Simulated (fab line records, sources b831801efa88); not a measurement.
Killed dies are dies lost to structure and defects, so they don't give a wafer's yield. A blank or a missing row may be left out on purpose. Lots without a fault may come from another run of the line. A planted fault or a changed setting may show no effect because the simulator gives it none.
Which tool did it? | flow gf180mcu | 11 lots, 33 wafers sampled, at 6 steps of a route of 602

WHAT THE GAUGES READ, wafer by wafer
GF_POLY_GATE_OVL_MEAS_11.
lot  | measured     | on         | POLY_GATE_OVL (nm)
L515 | day 8 23:38  | overlay-01 | 1 0 3
L518 | day 9 21:08  | overlay-01 | -9 -6 -8
L519 | day 10 00:39 | overlay-01 | -9 -8 -9
L523 | day 11 16:02 | overlay-01 | -5 -2 -6
L524 | day 12 05:51 | overlay-01 | -15 -3 -7
L531 | day 14 06:02 | overlay-02 | 2 0 1
L530 | day 14 08:17 | overlay-02 | -2 -6 0
L532 | day 15 00:08 | overlay-02 | -6 -8 -11
L534 | day 15 07:59 | overlay-02 | 7 0 7
L537 | day 15 15:29 | overlay-02 | 4 3 -2
L536 | day 15 17:30 | overlay-02 | 0 -2 1

GF_HV_LDD_OVL_MEAS_20.
lot  | measured     | on         | HV_LDD_01_OVL (nm)
L515 | day 10 13:41 | overlay-02 | 0.4 0.6 0.3
L518 | day 11 14:08 | overlay-02 | 2.9 2.9 1.6
L519 | day 11 14:44 | overlay-02 | 1.8 2.5 1.8
L523 | day 13 08:38 | overlay-02 | 1.3 2.2 2.4
L524 | day 13 23:11 | overlay-02 | 2.8 2.7 4.6
L531 | day 16 02:56 | overlay-01 | 1.8 2.0 2.0
L530 | day 16 05:32 | overlay-02 | 4.2 4.1 1.8
L532 | day 16 23:08 | overlay-01 | 0.2 1.4 1.5
L534 | day 17 04:35 | overlay-01 | 2.4 1.2 0.7
L537 | day 17 18:50 | overlay-01 | 2.0 1.5 0.5
L536 | day 17 19:30 | overlay-01 | -1.4 -2.0 -1.0

GF_HV_LDD_TW_MEAS_23.
lot  | measured     | on            | HV_LDD_2_TW
L515 | day 10 13:58 | film_metro-04 | 1053 1051 1062
L518 | day 11 14:26 | film_metro-04 | 1048 1055 1058
L519 | day 11 15:02 | film_metro-01 | 1063 1059 1067
L523 | day 13 08:55 | film_metro-01 | 30 30 30
L524 | day 13 23:29 | film_metro-03 | 30 30 30
L531 | day 16 03:13 | film_metro-03 | 1061 1067 1065
L530 | day 16 05:50 | film_metro-04 | 1054 1055 1056
L532 | day 16 23:26 | film_metro-04 | 1058 1063 1054
L534 | day 17 04:53 | film_metro-03 | 1057 1050 1051
L537 | day 17 19:08 | film_metro-04 | 1050 1050 1052
L536 | day 17 19:48 | film_metro-04 | 1059 1059 1051

WHICH TOOL RAN EACH LOT (tool, then ch and the chambers of the sampled wafers, then the start)
lot  | GF_DUAL_GATE_STRIP_13                | GF_HV_LDD_STRIP_10                   | GF_HV_LDD_STRIP_22
L515 | plasma_asher-01 ch 0,1, day 8 02:49  | plasma_asher-01 ch 0,1, day 9 20:46  | plasma_asher-01 ch 0,1, day 10 13:52
L518 | plasma_asher-01 ch 0,1, day 8 23:18  | plasma_asher-04 ch 0,1, day 10 19:28 | plasma_asher-02 ch 0,1, day 11 14:19
L519 | plasma_asher-01 ch 0,1, day 9 03:31  | plasma_asher-04 ch 0,1, day 10 20:24 | plasma_asher-01 ch 0,1, day 11 14:57
L523 | plasma_asher-02 ch 0,1, day 10 17:44 | plasma_asher-04 ch 0,1, day 12 12:46 | plasma_asher-01 ch 0, day 13 08:49
L524 | plasma_asher-03 ch 0,1, day 11 06:20 | plasma_asher-01 ch 0,1, day 13 03:01 | plasma_asher-04 ch 0,1, day 13 23:22
L531 | plasma_asher-03 ch 0,1, day 13 04:17 | plasma_asher-04 ch 0,1, day 15 05:13 | plasma_asher-01 ch 0,1, day 16 03:07
L530 | plasma_asher-03 ch 0, day 13 06:08   | plasma_asher-01 ch 0,1, day 15 07:40 | plasma_asher-02 ch 1, day 16 05:43
L532 | plasma_asher-02 ch 0,1, day 13 23:32 | plasma_asher-04 ch 0, day 16 00:43   | plasma_asher-01 ch 0,1, day 16 23:19
L534 | plasma_asher-01 ch 0,1, day 14 08:11 | plasma_asher-04 ch 0,1, day 16 06:58 | plasma_asher-01 ch 0,1, day 17 04:46
L537 | plasma_asher-03 ch 0,1, day 14 14:11 | plasma_asher-02 ch 0,1, day 16 20:16 | plasma_asher-02 ch 0,1, day 17 19:01
L536 | plasma_asher-02 ch 0,1, day 14 17:19 | plasma_asher-01 ch 0,1, day 16 20:30 | plasma_asher-01 ch 0,1, day 17 19:42
- GF_DUAL_GATE_STRIP_13: strips in O2/N2.
- GF_HV_LDD_STRIP_10: strips in O2/N2.
- GF_HV_LDD_STRIP_22: strips in O2/N2.

WHAT THE TOOLS THEMSELVES READ (means of the sampled wafers that have a number; where no wafer has one, the mark that the record gives instead)
GF_DUAL_GATE_STRIP_13.
lot  | tool            | chamber_pressure_mTorr (mTorr) | drypump_motor_current_A (A) | heater_power_w (W) | oes_product_au (a.u.) | strip_time_to_endpoint_s (s)
L515 | plasma_asher-01 | 1499.9                         | 5.4                         | 344                | 0.718                 | 12.58
L518 | plasma_asher-01 | 1499.3                         | 5.4                         | 352                | 0.714                 | 12.58
L519 | plasma_asher-01 | 1501.4                         | 5.4                         | 348                | 0.711                 | 12.65
L523 | plasma_asher-02 | 1499.8                         | 5.1                         | 331                | 0.714                 | 12.63
L524 | plasma_asher-03 | 1500.9                         | 5.9                         | 324                | 0.711                 | 12.58
L531 | plasma_asher-03 | 1500.0                         | 6.0                         | 345                | 0.712                 | 12.61
L530 | plasma_asher-03 | 1501.5                         | 5.9                         | 307                | 0.716                 | 12.64
L532 | plasma_asher-02 | 1499.1                         | 5.3                         | 342                | 0.714                 | 12.65
L534 | plasma_asher-01 | 1498.8                         | 5.5                         | 365                | 0.717                 | 12.65
L537 | plasma_asher-03 | 1500.7                         | 6.0                         | 348                | 0.719                 | 12.58
L536 | plasma_asher-02 | 1499.9                         | 5.1                         | 318                | 0.716                 | 12.65

GF_HV_LDD_STRIP_10.
lot  | tool            | chamber_pressure_mTorr (mTorr) | drypump_motor_current_A (A) | heater_power_w (W) | oes_product_au (a.u.) | strip_time_to_endpoint_s (s)
L515 | plasma_asher-01 | 1500.2                         | 5.5                         | 362                | 0.721                 | 12.61
L518 | plasma_asher-04 | 1501.2                         | 5.4                         | 351                | 0.718                 | 12.65
L519 | plasma_asher-04 | 1499.8                         | 5.6                         | 329                | 0.718                 | 12.66
L523 | plasma_asher-04 | -                              | -                           | -                  | -                     | -
L524 | plasma_asher-01 | -                              | -                           | -                  | -                     | -
L531 | plasma_asher-04 | 1500.4                         | 5.5                         | 333                | 0.713                 | 12.58
L530 | plasma_asher-01 | 1499.6                         | 5.4                         | 351                | 0.713                 | 12.59
L532 | plasma_asher-04 | 1499.4                         | 5.7                         | 311                | 0.721                 | 12.63
L534 | plasma_asher-04 | 1499.5                         | 5.4                         | 345                | 0.714                 | 12.56
L537 | plasma_asher-02 | 1499.7                         | 5.1                         | 325                | 0.718                 | 12.64
L536 | plasma_asher-01 | 1499.6                         | 5.5                         | 365                | 0.716                 | 12.62

GF_HV_LDD_STRIP_22.
lot  | tool            | chamber_pressure_mTorr (mTorr) | drypump_motor_current_A (A) | heater_power_w (W) | oes_product_au (a.u.) | strip_time_to_endpoint_s (s)
L515 | plasma_asher-01 | 1500.5                         | 5.6                         | 366                | 0.723                 | 12.66
L518 | plasma_asher-02 | 1501.2                         | 5.1                         | 325                | 0.717                 | 12.59
L519 | plasma_asher-01 | 1501.1                         | 5.6                         | 366                | 0.712                 | 12.61
L523 | plasma_asher-01 | 1500.2                         | 5.7                         | 383                | 0.720                 | 27.61
L524 | plasma_asher-04 | 1500.2                         | 5.5                         | 329                | 0.719                 | 27.61
L531 | plasma_asher-01 | 1501.0                         | 5.4                         | 346                | 0.713                 | 12.59
L530 | plasma_asher-02 | 1499.8                         | 5.6                         | 342                | 0.714                 | 12.69
L532 | plasma_asher-01 | 1501.1                         | 5.6                         | 357                | 0.719                 | 12.59
L534 | plasma_asher-01 | 1500.1                         | 5.4                         | 347                | 0.718                 | 12.68
L537 | plasma_asher-02 | 1499.3                         | 5.4                         | 339                | 0.715                 | 12.62
L536 | plasma_asher-01 | 1499.1                         | 5.4                         | 345                | 0.716                 | 12.61

THE ANSWER, worked out from the rows above alone
Rule: what is usual is taken from the lots themselves. Put in order of their means at a reading, lots are off if they are a third of the lots or fewer, leave a main group of 4 or more, and stand apart from it by a gap of 3 or more times the standard deviation of the main group's means; of several such gaps the widest counts. A main group whose means are all the same, to the digits that the tables above print for the reading, isn't used. A lot without any number at a reading at which 4 lots or more have one is off too. The other lots that the step has rows for count as sound. The gauges are gone through in route order, then the tools' own readings, and for those a lot's mean is taken as printed above. The first step at which some lot is off is used, and at that step the reading that is off furthest; a lot without a number counts as furthest.
Off: L523, L524, at GF_HV_LDD_TW_MEAS_23 (HV_LDD_2_TW). The main group: mean 1057, standard deviation 4.3.
A tool fits if, at a process step before that reading, it ran every lot that is off, and no sound lot after the first of them. The gauges at GF_HV_LDD_TW_MEAS_23 aren't tried: what is off there is off at GF_HV_LDD_STRIP_10 too, on other tools, and a gauge's error can't cause that. None of those tried fits.

WHAT THE SIMULATOR HAD PUT IN
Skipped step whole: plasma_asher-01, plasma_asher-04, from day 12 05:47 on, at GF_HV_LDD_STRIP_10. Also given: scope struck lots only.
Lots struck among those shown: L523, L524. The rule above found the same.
